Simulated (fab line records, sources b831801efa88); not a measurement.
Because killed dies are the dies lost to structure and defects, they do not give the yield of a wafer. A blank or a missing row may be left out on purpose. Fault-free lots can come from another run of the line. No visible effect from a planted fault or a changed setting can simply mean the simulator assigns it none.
Which tool is to blame?	flow sky130	21 wafers from 7 lots sampled at 2 of the route's 708 steps

== WHAT THE GAUGES SHOWED, per wafer ==
SKY_SPACER_THK_MEAS_01.
lot	measured	on	SPACER_CVD_00_THK (nm)
L834	day 24 04:01	film metro-04	42.6 42.8 43.1
L837	day 26 09:06	film metro-01	43.5 43.3 43.9
L839	day 26 10:15	film metro-01	43.1 43.4 43.1
L840	day 26 21:40	film metro-03	43.3 43.5 43.2
L843	day 27 00:52	film metro-04	55.0 55.5 55.2
L851	day 30 01:46	film metro-04	43.0 43.4 43.1
L853	day 30 19:49	film metro-01	43.3 43.0 43.4

== WHICH TOOL RAN EACH LOT (tool, then ch and the chambers of the sampled wafers, then the start) ==
lot	SKY_SPACER_CVD_00
L834	lpcvd-02 ch 0, day 24 02:43
L837	lpcvd-02 ch 0, day 26 07:14
L839	lpcvd-02 ch 1, day 26 09:02
L840	lpcvd-02 ch 0, day 26 20:27
L843	lpcvd-02 ch 1, day 26 23:39
L851	lpcvd-02 ch 0, day 30 00:32
L853	lpcvd-02 ch 0, day 30 18:37
- SKY_SPACER_CVD_00: deposits Si3N4 from DCS/NH3, target thk 43.1 nm, time 740 s.

== THE ANSWER, worked out from the rows above alone ==
Rule: the usual values come from the lots themselves. The widest of any qualifying gaps counts: lots, ordered by their means at a reading, are off when they make up no more than a third of the lots, leave a main group of 4 or more, and stand apart from it by 3 or more times the standard deviation of that group's means. The tables above print the reading to a certain number of digits; a main group whose means all agree to those digits is not used. A lot without any number at a reading at which 4 lots or more have one is off too. Any other lot the step has rows for is counted as sound.
Off: at SKY_SPACER_THK_MEAS_01 (SPACER_CVD_00_THK), L843. Main group: mean 43.2 nm, sd 0.22.
A tool fits if, at a process step before that reading, it ran every lot that is off, and no sound lot after the first of them. Gauges at SKY_SPACER_THK_MEAS_01: tried the same way as those tools. Not one of the candidates tried fits.

== WHAT HAD BEEN PUT IN BY THE SIMULATOR ==
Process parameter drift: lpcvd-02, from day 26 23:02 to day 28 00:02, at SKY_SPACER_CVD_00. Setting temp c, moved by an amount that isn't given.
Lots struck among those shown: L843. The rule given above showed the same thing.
